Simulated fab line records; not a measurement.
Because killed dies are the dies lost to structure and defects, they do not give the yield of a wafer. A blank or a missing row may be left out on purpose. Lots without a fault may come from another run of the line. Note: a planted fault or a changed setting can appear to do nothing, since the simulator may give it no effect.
Matching of chambers	flow gf180mcu	pecvd-01 running GF_MIM_CVD_05: 3 sister chambers
The step deposits Si3N4, target thk 42 nm, time 29.086 s. 3 wafers are shown with their chamber, then 7 later ones without.

## WAFERS PAIRED WITH THEIR CHAMBERS
wafer	chamber	heater_power_w (W)
L824.6	2	706
L827.1	0	622
L827.2	1	734

## WAFERS MISSING THEIR CHAMBER
wafer	heater_power_w (W)
L827.3	759
L829.3	781
L829.4	792
L829.6	639
L831.3	732
L831.4	749
L831.6	697

## WHICH CHAMBER EACH ONE RAN IN
wafer	from the rows above	in truth
L827.3	can't be placed: 1 or 2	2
L829.3	can't be placed: 1 or 2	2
L829.4	can't be placed: 1 or 2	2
L829.6	can't be placed: 0 or 2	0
L831.3	can't be placed: 1 or 2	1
L831.4	can't be placed: 1 or 2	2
L831.6	can't be placed: 2 or 1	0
Placed correctly: 0 of 7. From these rows, 7 cannot be placed; in 6 the true chamber is one of the candidates. Wrongly placed: 0.
How it was worked out, from the rows above alone: a wafer's distance from a chamber is the root of the sum, over the readings, of the square of ((its reading less the chamber's mean) divided by the reading's scatter). If the next closest chamber is less than 2 further off than the closest, the wafer can't be placed; otherwise it belongs to the closest. For every chamber, the mean is computed from those of its wafers that are shown. The scatter: root of mean squared gap, hidden wafer to nearest shown wafer, with one shown wafer a chamber.
